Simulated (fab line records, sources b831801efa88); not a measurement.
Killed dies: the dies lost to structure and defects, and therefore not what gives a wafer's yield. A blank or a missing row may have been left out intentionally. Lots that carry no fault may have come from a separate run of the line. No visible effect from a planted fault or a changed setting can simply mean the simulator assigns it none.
fab line records / flow sky130
record lots=4 wafers=12 last_day=50
route steps=708 shown SONOS_TUNNEL@160 SONOS_ONO@168 GATE_OXIDE@187 PAD_OPEN@708
lots with no fault: from the same line, run without faults
start_h: hours from the record's opening day to when the first of the lot's shown wafers began / wait_h: hours elapsed since this lot's preceding step / " as in the row above / L1.1+2: several wafers, shown together as one row / - value missing, or start not given / * or withheld: withheld / < > ~ a bound
route shown NAME@n: NAME is a module with steps in the file, n the number in the route of the first one / usual: mean/standard deviation taken from wafers without a fault / same: alike in all rows / chamber/n: place in a boat / sites: readings site by site / _std_site: how widely they spread, as a standard deviation / _edge_site: outer sites' mean less inner sites' / radius_mm: for every site, how far away it sits from the centre of the wafer / mask NAME#n: copy n / behind: the most recent tool/chamber to have shaped the wafer / hold: why the lot was held/for how many hours/how that ended / device: whichever transistor did not switch (one of n, p or np) / end of line: the route-end tests of the same wafers / a step given without rows: its recipe and nothing more / killed: at the first sort, the dies lost to defects and structure; wafer yield is something else / map: the dies of a wafer, with x for killed, . for not killed, _ for no die there
set.NAME: setting as actually run; set.NAME@STEP: the setting as run at that earlier step / model.NAME: the simulator's own value behind a step, which no gauge read
a table for each step, a row for each wafer; lots at some steps of the route
services: a tool's chamber out of use, with start hour (start_h, from the record's first day; less than 0 if before it), hours out, and reason
## steps
# step SKY_SONOS_TUNNEL_DEVELOP_06
# recipe resist=NOVOLAK developer=TMAH develop_time_s=60 dev_temp_c=23
# step SKY_SONOS_TUNNEL_IMPLANT_09
# recipe species=B energy_kev=20 dose_cm2=1e+12 tilt_deg=withheld
# step SKY_SONOS_TUNNEL_WET_ETCH_10
# recipe chemistry=dHF target_depth_nm=14 target=SiO2 dilution=100:1 temp_c=25 time_s=280
# step SKY_SONOS_TUNNEL_STRIP_11
# recipe chemistry=SPM time_s=600 temp_c=130
# step SKY_SONOS_TUNNEL_CLEAN_13
# recipe chemistry=dHF time_s=20 dilution=100:1 dry=ipa_marangoni
# step SKY_SONOS_ONO_OXIDATION_00
# recipe temp_c=800 ambient=O2 idle_temp_c=700 ramp_up_c_per_min=10 ramp_down_c_per_min=3 stabilise_s=600 purge_s=300 target_thk_a=26 ox_time_s=1249
# step SKY_SONOS_ONO_CVD_02
# recipe material=Si3N4 precursor=DCS/NH3 target_thk_nm=10.5 temp_c=770 time_s=180 pressure_mtorr=250
# step SKY_SONOS_ONO_CVD_04
# recipe material=SiO2 precursor=SiH4/N2O target_thk_nm=5.7199 temp_c=900 pressure_mtorr=400
# usual spike_tc_bottom_C=916.6/1.1 spike_tc_centre_C=900.2/1.1 spike_tc_lower_C=900.2/1.2 zone_power_bottom_pct=27.7/2.6 zone_power_centre_pct=19.0/0.85 zone_power_lower_pct=18.5/0.31
lot.wafer=L404.3 tool=lpcvd-03 chamber=1 start_h=335.59 wait_h=0.0 spike_tc_bottom_C=906.9 spike_tc_centre_C=892.3 spike_tc_lower_C=959.3 zone_power_bottom_pct=20.6 zone_power_centre_pct=8.6 zone_power_lower_pct=43.0 model.SiO2_of_SONOS_ONO_CVD_04.thk_nm=6.895
lot.wafer=L404.4 tool=lpcvd-03 chamber=1 start_h=335.59 wait_h=0.0 spike_tc_bottom_C=906.8 spike_tc_centre_C=892.7 spike_tc_lower_C=958.3 zone_power_bottom_pct=20.8 zone_power_centre_pct=8.7 zone_power_lower_pct=43.3 model.SiO2_of_SONOS_ONO_CVD_04.thk_nm=6.609
lot.wafer=L404.5 tool=lpcvd-03 chamber=1 start_h=335.59 wait_h=0.0 spike_tc_bottom_C=907.0 spike_tc_centre_C=891.2 spike_tc_lower_C=957.0 zone_power_bottom_pct=20.8 zone_power_centre_pct=8.5 zone_power_lower_pct=42.5 model.SiO2_of_SONOS_ONO_CVD_04.thk_nm=6.318
lot.wafer=L405.2 tool=lpcvd-03 chamber=1 start_h=340.91 wait_h=0.0 spike_tc_bottom_C=907.8 spike_tc_centre_C=893.5 spike_tc_lower_C=957.1 zone_power_bottom_pct=20.6 zone_power_centre_pct=8.6 zone_power_lower_pct=43.2 model.SiO2_of_SONOS_ONO_CVD_04.thk_nm=7.273
lot.wafer=L405.4 tool=lpcvd-03 chamber=1 start_h=340.91 wait_h=0.0 spike_tc_bottom_C=907.3 spike_tc_centre_C=894.2 spike_tc_lower_C=958.4 zone_power_bottom_pct=20.6 zone_power_centre_pct=8.7 zone_power_lower_pct=42.9 model.SiO2_of_SONOS_ONO_CVD_04.thk_nm=6.565
lot.wafer=L405.6 tool=lpcvd-03 chamber=1 start_h=340.91 wait_h=0.0 spike_tc_bottom_C=906.8 spike_tc_centre_C=893.8 spike_tc_lower_C=958.4 zone_power_bottom_pct=20.5 zone_power_centre_pct=8.7 zone_power_lower_pct=42.5 model.SiO2_of_SONOS_ONO_CVD_04.thk_nm=6.164
lot.wafer=L414.2 tool=lpcvd-03 chamber=0 start_h=436.98 wait_h=0.0 spike_tc_bottom_C=917.1 spike_tc_centre_C=900.1 spike_tc_lower_C=899.7 zone_power_bottom_pct=24.7 zone_power_centre_pct=18.0 zone_power_lower_pct=18.0 model.SiO2_of_SONOS_ONO_CVD_04.thk_nm=5.712
lot.wafer=L414.3 tool=lpcvd-03 chamber=0 start_h=436.98 wait_h=0.0 spike_tc_bottom_C=916.7 spike_tc_centre_C=901.7 spike_tc_lower_C=899.9 zone_power_bottom_pct=25.0 zone_power_centre_pct=18.0 zone_power_lower_pct=18.1 model.SiO2_of_SONOS_ONO_CVD_04.thk_nm=5.763
lot.wafer=L414.6 tool=lpcvd-03 chamber=0 start_h=436.98 wait_h=0.0 spike_tc_bottom_C=915.1 spike_tc_centre_C=901.6 spike_tc_lower_C=898.8 zone_power_bottom_pct=25.1 zone_power_centre_pct=18.2 zone_power_lower_pct=18.3 model.SiO2_of_SONOS_ONO_CVD_04.thk_nm=5.691
lot.wafer=L415.1 tool=lpcvd-03 chamber=1 start_h=446.18 wait_h=0.1 spike_tc_bottom_C=917.0 spike_tc_centre_C=900.1 spike_tc_lower_C=901.2 zone_power_bottom_pct=30.4 zone_power_centre_pct=19.7 zone_power_lower_pct=18.9 model.SiO2_of_SONOS_ONO_CVD_04.thk_nm=5.729
lot.wafer=L415.2 tool=lpcvd-03 chamber=1 start_h=446.18 wait_h=0.1 spike_tc_bottom_C=916.5 spike_tc_centre_C=898.0 spike_tc_lower_C=899.0 zone_power_bottom_pct=30.0 zone_power_centre_pct=20.1 zone_power_lower_pct=18.8 model.SiO2_of_SONOS_ONO_CVD_04.thk_nm=5.861
lot.wafer=L415.6 tool=lpcvd-03 chamber=1 start_h=446.18 wait_h=0.1 spike_tc_bottom_C=918.4 spike_tc_centre_C=899.8 spike_tc_lower_C=900.9 zone_power_bottom_pct=29.8 zone_power_centre_pct=19.8 zone_power_lower_pct=18.4 model.SiO2_of_SONOS_ONO_CVD_04.thk_nm=5.706
# step SKY_SONOS_ONO_THK_MEAS_05
# recipe reads=SiO2_of_SONOS_ONO_CVD_04
# usual SONOS_ONO_CVD_04_THK=5.74/0.13
lot.wafer=L404.3 tool=film_metro-02 chamber=- start_h=336.86 wait_h=0.0 SONOS_ONO_CVD_04_THK[nm]=6.96
lot.wafer=L404.4 tool=film_metro-02 chamber=- start_h=336.86 wait_h=0.0 SONOS_ONO_CVD_04_THK[nm]=6.60
lot.wafer=L404.5 tool=film_metro-02 chamber=- start_h=336.86 wait_h=0.0 SONOS_ONO_CVD_04_THK[nm]=6.34
lot.wafer=L405.2 tool=film_metro-02 chamber=- start_h=342.17 wait_h=0.0 SONOS_ONO_CVD_04_THK[nm]=7.30
lot.wafer=L405.4 tool=film_metro-02 chamber=- start_h=342.17 wait_h=0.0 SONOS_ONO_CVD_04_THK[nm]=6.61
lot.wafer=L405.6 tool=film_metro-02 chamber=- start_h=342.17 wait_h=0.0 SONOS_ONO_CVD_04_THK[nm]=6.13
lot.wafer=L414.2 tool=film_metro-02 chamber=- start_h=438.24 wait_h=0.0 SONOS_ONO_CVD_04_THK[nm]=5.71
lot.wafer=L414.3 tool=film_metro-02 chamber=- start_h=438.24 wait_h=0.0 SONOS_ONO_CVD_04_THK[nm]=5.77
lot.wafer=L414.6 tool=film_metro-02 chamber=- start_h=438.24 wait_h=0.0 SONOS_ONO_CVD_04_THK[nm]=5.71
lot.wafer=L415.1 tool=film_metro-03 chamber=- start_h=447.43 wait_h=0.0 SONOS_ONO_CVD_04_THK[nm]=5.80
lot.wafer=L415.2 tool=film_metro-03 chamber=- start_h=447.43 wait_h=0.0 SONOS_ONO_CVD_04_THK[nm]=5.89
lot.wafer=L415.6 tool=film_metro-03 chamber=- start_h=447.43 wait_h=0.0 SONOS_ONO_CVD_04_THK[nm]=5.65
# step SKY_SONOS_ONO_DEHYDRATE_06
# recipe temp_c=200 time_s=60
# step SKY_SONOS_ONO_HMDS_07
# recipe prime_time_s=60 prime_temp_c=120
# step SKY_SONOS_ONO_COAT_08
# recipe resist=NOVOLAK spin_rpm=3000 resist_thk_nm=1140
# step SKY_SONOS_ONO_SOFTBAKE_09
# recipe temp_c=90 time_s=60 resist=NOVOLAK
# step SKY_SONOS_ONO_EXPOSE_10
# recipe mask_id=ONOM target_cd_nm=410 na=0.6 source_shape=conventional sigma_outer=0.6 dose_mj=150
# step SKY_SONOS_ONO_PEB_11
# recipe temp_c=withheld time_s=* resist=NOVOLAK
# step SKY_SONOS_ONO_DEVELOP_12
# recipe develop_time_s=60 dev_temp_c=23
# step SKY_SONOS_ONO_ETCH_15
# recipe target_depth_nm=19.52 chemistry=CHF3/O2 source_w=600 bias_w=200 pressure_mtorr=40 chf3_flow_sccm=50 O2_flow_sccm=5 time_s=7.8
# step SKY_SONOS_ONO_WET_ETCH_16
# recipe chemistry=dHF target_depth_nm=14 dry=n2_spin target=SiO2 dilution=100:1 temp_c=25 time_s=280
# step SKY_SONOS_ONO_STRIP_17
# recipe chemistry=O2/N2 power_w=1400 pressure_mtorr=1500 platen_temp_c=withheld o2_flow_sccm=3000 n2_flow_sccm=300 overash_fraction=0.5
# step SKY_SONOS_ONO_WET_ETCH_18
# recipe chemistry=H3PO4 target_depth_nm=15 target=Si3N4 temp_c=160 time_s=172
# step SKY_GATE_OXIDE_CLEAN_00
# recipe chemistry=SC1/SC2 mix=1:4:20 temp_c=70 time_s=150 dry=n2_spin
# step SKY_GATE_OXIDE_OXIDATION_01
# recipe temp_c=900 ambient=O2 stabilise_s=600 purge_s=300 target_thk_a=102.68 ox_time_s=1473
# step SKY_GATE_OXIDE_DEHYDRATE_03
# recipe temp_c=200 time_s=60
# step SKY_GATE_OXIDE_HMDS_04
# recipe prime_time_s=60 prime_temp_c=120
# step SKY_GATE_OXIDE_COAT_05
# recipe resist=NOVOLAK spin_rpm=3000 resist_thk_nm=1140
# step SKY_GATE_OXIDE_SOFTBAKE_06
# recipe temp_c=90 time_s=58.04 resist=NOVOLAK
# step SKY_GATE_OXIDE_EXPOSE_07
# recipe mask_id=LVOM na=0.6 source_shape=conventional sigma_outer=0.6 polarization=unpolarized target_cd_nm=600 dose_mj=170
# step SKY_GATE_OXIDE_PEB_08
# recipe temp_c=withheld time_s=* resist=NOVOLAK
# step SKY_GATE_OXIDE_DEVELOP_09
# recipe resist=NOVOLAK developer=TMAH develop_time_s=60 dev_temp_c=23
# step SKY_GATE_OXIDE_IMPLANT_11
# recipe species=B energy_kev=10 dose_cm2=2.6e+12 tilt_deg=withheld
# step SKY_GATE_OXIDE_WET_ETCH_12
# recipe chemistry=dHF target_depth_nm=16.8 dry=n2_spin target=SiO2 dilution=100:1 temp_c=25 time_s=336
# step SKY_GATE_OXIDE_STRIP_13
# recipe chemistry=O2/N2 power_w=1400 pressure_mtorr=1500 platen_temp_c=withheld o2_flow_sccm=3000 n2_flow_sccm=300 overash_fraction=0.5
# step SKY_GATE_OXIDE_CLEAN_15
# recipe chemistry=SC1/SC2 mix=1:4:20 temp_c=70 time_s=150 dry=n2_spin
lot.wafer=L404.3 tool=wet_bench-02 chamber=1 start_h=394.22 wait_h=0.0 model.SiO2_of_SONOS_ONO_CVD_04.thk_nm=5.362
lot.wafer=L404.4 tool=wet_bench-02 chamber=1 start_h=394.22 wait_h=0.0 model.SiO2_of_SONOS_ONO_CVD_04.thk_nm=5.076
lot.wafer=L404.5 tool=wet_bench-02 chamber=1 start_h=394.22 wait_h=0.0 model.SiO2_of_SONOS_ONO_CVD_04.thk_nm=4.778
lot.wafer=L405.2 tool=wet_bench-02 chamber=2 start_h=400.77 wait_h=0.0 model.SiO2_of_SONOS_ONO_CVD_04.thk_nm=5.74
lot.wafer=L405.4 tool=wet_bench-02 chamber=2 start_h=400.77 wait_h=0.0 model.SiO2_of_SONOS_ONO_CVD_04.thk_nm=5.031
lot.wafer=L405.6 tool=wet_bench-02 chamber=2 start_h=400.77 wait_h=0.0 model.SiO2_of_SONOS_ONO_CVD_04.thk_nm=4.635
lot.wafer=L414.2 tool=wet_bench-01 chamber=1 start_h=503.19 wait_h=0.0 model.SiO2_of_SONOS_ONO_CVD_04.thk_nm=4.18
lot.wafer=L414.3 tool=wet_bench-01 chamber=1 start_h=503.19 wait_h=0.0 model.SiO2_of_SONOS_ONO_CVD_04.thk_nm=4.234
lot.wafer=L414.6 tool=wet_bench-01 chamber=1 start_h=503.19 wait_h=0.0 model.SiO2_of_SONOS_ONO_CVD_04.thk_nm=4.155
lot.wafer=L415.1 tool=wet_bench-01 chamber=1 start_h=511.38 wait_h=0.1 model.SiO2_of_SONOS_ONO_CVD_04.thk_nm=4.22
lot.wafer=L415.2 tool=wet_bench-01 chamber=1 start_h=511.38 wait_h=0.1 model.SiO2_of_SONOS_ONO_CVD_04.thk_nm=4.347
lot.wafer=L415.6 tool=wet_bench-01 chamber=1 start_h=511.38 wait_h=0.1 model.SiO2_of_SONOS_ONO_CVD_04.thk_nm=4.197
# step SKY_PAD_OPEN_PROBE_99
# usual killed_at_M0_to_M3=43/5.9 killed_at_M4_up=3.3/1.9 killed_at_contacts=24/5.6 killed_at_front_end=15/4.1 killed_at_other=0.4/0.66 killed_dies=86/9 killed_open=47/6.9 killed_short=39/6.2
# same gross_dies=492 killed_at_back_side=0
lot.wafer=L404.3 tool=prober-01 chamber=- start_h=1132.25 wait_h=0.2 killed_at_M0_to_M3=41 killed_at_M4_up=2 killed_at_contacts=24 killed_at_front_end=11 killed_at_other=0 killed_dies=78 killed_open=41 killed_short=37 model.etest.sonos_erased.drive_ua_um=115.8 model.etest.sonos_uncharged.r_on_ohm_um=854.9 model.etest.sonos_programmed.off_log10_a_um=-12.45 model.etest.cap_ono.gate_log10_a_cm2=-9.392 model.etest.cap_ono.gate_bv_v=17.62 model.etest.cap_ono.tox_acc_nm=14.06 model.etest.sonos_programmed.vt_v=0.8394 model.etest.sonos_erased.vt_v=-1.659
lot.wafer=L404.4 tool=prober-01 chamber=- start_h=1132.30 wait_h=0.2 killed_at_M0_to_M3=36 killed_at_M4_up=1 killed_at_contacts=20 killed_at_front_end=12 killed_at_other=0 killed_dies=69 killed_open=35 killed_short=34 model.etest.sonos_erased.drive_ua_um=150.1 model.etest.sonos_uncharged.r_on_ohm_um=853 model.etest.sonos_programmed.off_log10_a_um=-13.61 model.etest.cap_ono.gate_log10_a_cm2=-9.01 model.etest.cap_ono.gate_bv_v=17.63 model.etest.cap_ono.tox_acc_nm=13.74 model.etest.sonos_programmed.vt_v=0.9907 model.etest.sonos_erased.vt_v=-1.865
lot.wafer=L404.5 tool=prober-01 chamber=- start_h=1132.35 wait_h=0.2 killed_at_M0_to_M3=50 killed_at_M4_up=2 killed_at_contacts=18 killed_at_front_end=6 killed_at_other=1 killed_dies=77 killed_open=45 killed_short=32 model.etest.sonos_erased.drive_ua_um=187.5 model.etest.sonos_uncharged.r_on_ohm_um=827.2 model.etest.sonos_programmed.off_log10_a_um=-13.9 model.etest.cap_ono.gate_log10_a_cm2=-8.501 model.etest.cap_ono.gate_bv_v=16.42 model.etest.cap_ono.tox_acc_nm=13.37 model.etest.sonos_programmed.vt_v=1.157 model.etest.sonos_erased.vt_v=-2.088
lot.wafer=L405.2 tool=prober-02 chamber=- start_h=1145.77 wait_h=0.1 killed_at_M0_to_M3=42 killed_at_M4_up=3 killed_at_contacts=25 killed_at_front_end=13 killed_at_other=1 killed_dies=84 killed_open=41 killed_short=43 model.etest.sonos_erased.drive_ua_um=124 model.etest.sonos_uncharged.r_on_ohm_um=863.3 model.etest.sonos_programmed.off_log10_a_um=-9.533 model.etest.cap_ono.gate_log10_a_cm2=-9.899 model.etest.cap_ono.gate_bv_v=18.1 model.etest.cap_ono.tox_acc_nm=14.48 model.etest.sonos_programmed.vt_v=0.517 model.etest.sonos_erased.vt_v=-1.44
lot.wafer=L405.4 tool=prober-02 chamber=- start_h=1145.87 wait_h=0.2 killed_at_M0_to_M3=34 killed_at_M4_up=3 killed_at_contacts=28 killed_at_front_end=11 killed_at_other=0 killed_dies=76 killed_open=42 killed_short=34 model.etest.sonos_erased.drive_ua_um=143.8 model.etest.sonos_uncharged.r_on_ohm_um=840.8 model.etest.sonos_programmed.off_log10_a_um=-13.9 model.etest.cap_ono.gate_log10_a_cm2=-8.949 model.etest.cap_ono.gate_bv_v=17.18 model.etest.cap_ono.tox_acc_nm=13.65 model.etest.sonos_programmed.vt_v=1.053 model.etest.sonos_erased.vt_v=-1.882
lot.wafer=L405.6 tool=prober-02 chamber=- start_h=1145.97 wait_h=0.2 killed_at_M0_to_M3=36 killed_at_M4_up=0 killed_at_contacts=34 killed_at_front_end=8 killed_at_other=0 killed_dies=78 killed_open=45 killed_short=33 model.etest.sonos_erased.drive_ua_um=172.2 model.etest.sonos_uncharged.r_on_ohm_um=831.5 model.etest.sonos_programmed.off_log10_a_um=-13.96 model.etest.cap_ono.gate_log10_a_cm2=-8.425 model.etest.cap_ono.gate_bv_v=16.95 model.etest.cap_ono.tox_acc_nm=13.31 model.etest.sonos_programmed.vt_v=1.214 model.etest.sonos_erased.vt_v=-2.125
lot.wafer=L414.2 tool=prober-02 chamber=- start_h=1199.26 wait_h=0.1 killed_at_M0_to_M3=31 killed_at_M4_up=5 killed_at_contacts=24 killed_at_front_end=23 killed_at_other=0 killed_dies=83 killed_open=39 killed_short=44 model.etest.sonos_erased.drive_ua_um=203.8 model.etest.sonos_uncharged.r_on_ohm_um=800.8 model.etest.sonos_programmed.off_log10_a_um=-14.08 model.etest.cap_ono.gate_log10_a_cm2=-7.913 model.etest.cap_ono.gate_bv_v=16.39 model.etest.cap_ono.tox_acc_nm=12.86 model.etest.sonos_programmed.vt_v=1.513 model.etest.sonos_erased.vt_v=-2.28
lot.wafer=L414.3 tool=prober-02 chamber=- start_h=1199.31 wait_h=0.2 killed_at_M0_to_M3=37 killed_at_M4_up=4 killed_at_contacts=14 killed_at_front_end=13 killed_at_other=1 killed_dies=69 killed_open=36 killed_short=33 model.etest.sonos_erased.drive_ua_um=197.2 model.etest.sonos_uncharged.r_on_ohm_um=806.6 model.etest.sonos_programmed.off_log10_a_um=-13.99 model.etest.cap_ono.gate_log10_a_cm2=-7.96 model.etest.cap_ono.gate_bv_v=16.41 model.etest.cap_ono.tox_acc_nm=12.91 model.etest.sonos_programmed.vt_v=1.458 model.etest.sonos_erased.vt_v=-2.246
lot.wafer=L414.6 tool=prober-02 chamber=- start_h=1199.46 wait_h=0.2 killed_at_M0_to_M3=37 killed_at_M4_up=4 killed_at_contacts=21 killed_at_front_end=9 killed_at_other=0 killed_dies=71 killed_open=42 killed_short=29 model.etest.sonos_erased.drive_ua_um=187.3 model.etest.sonos_uncharged.r_on_ohm_um=823.8 model.etest.sonos_programmed.off_log10_a_um=-14 model.etest.cap_ono.gate_log10_a_cm2=-7.828 model.etest.cap_ono.gate_bv_v=16.09 model.etest.cap_ono.tox_acc_nm=12.82 model.etest.sonos_programmed.vt_v=1.548 model.etest.sonos_erased.vt_v=-2.27
lot.wafer=L415.1 tool=prober-01 chamber=- start_h=1202.97 wait_h=0.1 killed_at_M0_to_M3=44 killed_at_M4_up=2 killed_at_contacts=28 killed_at_front_end=11 killed_at_other=0 killed_dies=85 killed_open=52 killed_short=32 model.etest.sonos_erased.drive_ua_um=164.9 model.etest.sonos_uncharged.r_on_ohm_um=810 model.etest.sonos_programmed.off_log10_a_um=-14 model.etest.cap_ono.gate_log10_a_cm2=-7.998 model.etest.cap_ono.gate_bv_v=16.43 model.etest.cap_ono.tox_acc_nm=12.96 model.etest.sonos_programmed.vt_v=1.45 model.etest.sonos_erased.vt_v=-2.229
lot.wafer=L415.2 tool=prober-01 chamber=- start_h=1203.02 wait_h=0.1 killed_at_M0_to_M3=46 killed_at_M4_up=2 killed_at_contacts=22 killed_at_front_end=16 killed_at_other=0 killed_dies=86 killed_open=51 killed_short=35 model.etest.sonos_erased.drive_ua_um=180.9 model.etest.sonos_uncharged.r_on_ohm_um=812.3 model.etest.sonos_programmed.off_log10_a_um=-13.97 model.etest.cap_ono.gate_log10_a_cm2=-8.295 model.etest.cap_ono.gate_bv_v=16.61 model.etest.cap_ono.tox_acc_nm=13.19 model.etest.sonos_programmed.vt_v=1.367 model.etest.sonos_erased.vt_v=-2.177
lot.wafer=L415.6 tool=prober-01 chamber=- start_h=1203.22 wait_h=0.2 killed_at_M0_to_M3=39 killed_at_M4_up=4 killed_at_contacts=18 killed_at_front_end=16 killed_at_other=0 killed_dies=77 killed_open=39 killed_short=37 model.etest.sonos_erased.drive_ua_um=169.9 model.etest.sonos_uncharged.r_on_ohm_um=827.2 model.etest.sonos_programmed.off_log10_a_um=-14 model.etest.cap_ono.gate_log10_a_cm2=-8.203 model.etest.cap_ono.gate_bv_v=16.77 model.etest.cap_ono.tox_acc_nm=13.02 model.etest.sonos_programmed.vt_v=1.417 model.etest.sonos_erased.vt_v=-2.204
# killed by level:class
L404.3 CONTACT:geometric_particle:open=12 VIA1:geometric_particle:open=8 METAL2:geometric_particle:short=7 VIA3:geometric_particle:open=6 FIELD_ISO:geometric_particle:short=5 VIA3:geometric_particle:short=5 LOCAL_INTERCONNECT:geometric_particle:short=5 VIA2:geometric_particle:open=5
L404.4 CONTACT:geometric_particle:open=8 VIA1:geometric_particle:open=8 VIA3:geometric_particle:open=6 VIA3:geometric_particle:short=6 METAL2:geometric_particle:short=5 CONTACT:geometric_particle:short=5 FIELD_ISO:geometric_particle:short=3 SPACER:geometric_particle:short=3
L404.5 VIA1:geometric_particle:open=16 VIA2:geometric_particle:open=11 CONTACT:geometric_particle:short=8 METAL1:geometric_particle:short=7 LI_CONTACT:geometric_particle:open=5 FIELD_ISO:geometric_particle:open=3 LOCAL_INTERCONNECT:geometric_particle:short=3 VIA1:geometric_particle:short=3
L405.2 LI_CONTACT:geometric_particle:open=12 VIA1:geometric_particle:short=10 METAL2:geometric_particle:short=7 VIA2:geometric_particle:open=7 VIA1:geometric_particle:open=6 CONTACT:geometric_particle:open=5 POLY_GATE:geometric_particle:open=4 LOCAL_INTERCONNECT:geometric_particle:short=4
L405.4 CONTACT:geometric_particle:open=12 LI_CONTACT:geometric_particle:open=9 METAL2:geometric_particle:short=7 METAL1:geometric_particle:short=6 VIA1:geometric_particle:open=5 POLY_GATE:geometric_particle:open=4 VIA1:geometric_particle:short=4 FIELD_ISO:geometric_particle:open=3
L405.6 LI_CONTACT:geometric_particle:open=11 CONTACT:geometric_particle:open=10 VIA1:geometric_particle:open=9 METAL2:geometric_particle:short=7 LOCAL_INTERCONNECT:geometric_particle:short=6 VIA1:geometric_particle:short=5 VIA3:geometric_particle:open=5 LI_CONTACT:geometric_particle:short=3
L414.2 LI_CONTACT:geometric_particle:open=9 FIELD_ISO:geometric_particle:short=6 VIA1:geometric_particle:open=6 CONTACT:geometric_particle:open=6 FIELD_ISO:geometric_particle:open=5 METAL4:geometric_particle:short=5 METAL1:geometric_particle:short=5 VIA1:geometric_particle:short=5
L414.3 VIA1:geometric_particle:open=9 METAL2:geometric_particle:short=6 VIA2:geometric_particle:open=5 VIA3:geometric_particle:open=5 METAL4:geometric_particle:short=4 CONTACT:geometric_particle:open=4 VIA1:geometric_particle:short=4 POLY_GATE:geometric_particle:open=3
L414.6 VIA2:geometric_particle:open=9 CONTACT:geometric_particle:open=8 VIA1:geometric_particle:open=6 METAL2:geometric_particle:short=5 LI_CONTACT:geometric_particle:open=4 LOCAL_INTERCONNECT:geometric_particle:short=4 CONTACT:geometric_particle:short=4 VIA2:geometric_particle:short=4
L415.1 VIA1:geometric_particle:open=11 CONTACT:geometric_particle:open=10 LI_CONTACT:geometric_particle:open=9 METAL3:geometric_particle:open=5 METAL1:geometric_particle:short=5 VIA2:geometric_particle:open=5 VIA3:geometric_particle:short=5 FIELD_ISO:geometric_particle:short=4
L415.2 CONTACT:geometric_particle:open=11 VIA3:geometric_particle:open=9 VIA2:geometric_particle:open=8 VIA1:geometric_particle:open=6 VIA3:geometric_particle:short=6 FIELD_ISO:geometric_particle:short=5 FIELD_ISO:geometric_particle:open=5 CONTACT:geometric_particle:short=5
L415.6 VIA1:geometric_particle:open=10 METAL2:geometric_particle:short=7 LI_CONTACT:geometric_particle:open=5 LOCAL_INTERCONNECT:geometric_particle:short=5 VIA3:geometric_particle:open=5 CONTACT:geometric_particle:open=4 METAL1:geometric_particle:short=4 FIELD_ISO:geometric_particle:open=3
## services
tool=wet_bench-01 chamber=- start_h=330.52 hours=2.3 kind=repair
tool=wet_bench-02 chamber=- start_h=432.63 hours=5.4 kind=repair
## key
first_sign step=SKY_SONOS_ONO_CVD_04 reading=zone_power_lower_pct direction=up sigmas=78 usual=18.5 struck=42.9
effect step=SKY_SONOS_ONO_CVD_04 reading=spike_tc_lower_C direction=up sigmas=50 usual=900.2 struck=958.1
effect step=SKY_SONOS_ONO_THK_MEAS_05 reading=SONOS_ONO_CVD_04_THK direction=up sigmas=7 usual=5.74 struck=6.66
model_effect step=SKY_SONOS_ONO_CVD_04 value=SiO2_of_SONOS_ONO_CVD_04.thk_nm without=5.853 struck=6.638
model_effect step=SKY_GATE_OXIDE_CLEAN_15 value=SiO2_of_SONOS_ONO_CVD_04.thk_nm without=4.319 struck=5.104
model_effect step=SKY_PAD_OPEN_PROBE_99 value=etest.sonos_erased.drive_ua_um without=199.6 struck=148.9
met_at SKY_SONOS_ONO_CVD_04
struck_wafers L404.3,L404.4,L404.5,L405.2,L405.4,L405.6
tester_left_out L404,L405
fault kind=process_parameter_drift tool=lpcvd-03 chamber=1 onset_h=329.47 steps=SKY_SONOS_ONO_CVD_04 channel=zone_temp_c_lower offset=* shape=step end_h=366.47
# tester_left_out: of these lots the tester's yield and bins aren't shown, on N5 and GAA mostly nor the transistor test; their killed dies are dies lost to structure and defects alone, not to doping, threshold or leakage, so they don't give the yield
